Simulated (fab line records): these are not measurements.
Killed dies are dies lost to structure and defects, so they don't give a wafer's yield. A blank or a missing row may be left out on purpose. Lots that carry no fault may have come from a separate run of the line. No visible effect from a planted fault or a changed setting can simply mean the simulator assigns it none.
Chamber matching | flow gf180mcu | 4 sister chambers for GF_CONTACT_CMP_27 on cmp-02
The step polishes, stops on SiO2, t overpolish 15 s, target thk 0 nm. 8 wafers are shown with their chamber, then 7 later ones without.

== WAFERS, EACH WITH ITS CHAMBER ==
wafer  | chamber | motorCurrentA (A) | timeToEndpointS (s)
L517.1 | 1       | 10.4              | 76.8
L517.5 | 1       | 10.9              | 73.4
L525.1 | 0       | 10.7              | 72.7
L527.3 | 3       | 12.1              | 73.4
L527.4 | 2       | 12.2              | 69.5
L527.6 | 0       | 11.1              | 71.1
L531.3 | 2       | 12.7              | 74.0
L531.4 | 3       | 12.8              | 73.0

== WAFERS WITH NO CHAMBER GIVEN ==
wafer  | motorCurrentA (A) | timeToEndpointS (s)
L531.6 | 11.8              | 74.1
L535.2 | 11.4              | 77.0
L535.3 | 10.7              | 74.0
L535.5 | 10.1              | 72.7
L536.1 | 10.7              | 71.2
L536.3 | 12.3              | 71.8
L536.5 | 10.1              | 71.7

== WHICH CHAMBER EACH WENT THROUGH ==
wafer  | from the rows above               | in truth
L531.6 | can't be placed: 3 or 2 or 0 or 1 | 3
L535.2 | can't be placed: 1 or 0 or 3 or 2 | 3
L535.3 | can't be placed: 1 or 0           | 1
L535.5 | can't be placed: 1 or 0           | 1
L536.1 | can't be placed: 0 or 1           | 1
L536.3 | can't be placed: 2 or 3           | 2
L536.5 | can't be placed: 0 or 1           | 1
Placed correctly: 0 of 7. Can't be placed from these rows: 7 (the true chamber is among the candidates in 7). 0 placed wrongly.
How it was worked out, from the rows above alone: a wafer's distance from a chamber is the root of the sum, over the readings, of the square of ((its reading less the chamber's mean) divided by the reading's scatter). The wafer belongs to the nearest chamber; if the next one is less than 2 further off, it can't be placed. For every chamber, the mean is computed from those of its wafers that are shown. How the scatter is found: for the shown wafers, subtract from each reading the mean of its chamber, square and add these, divide the total by (wafers less chambers), then take the root.
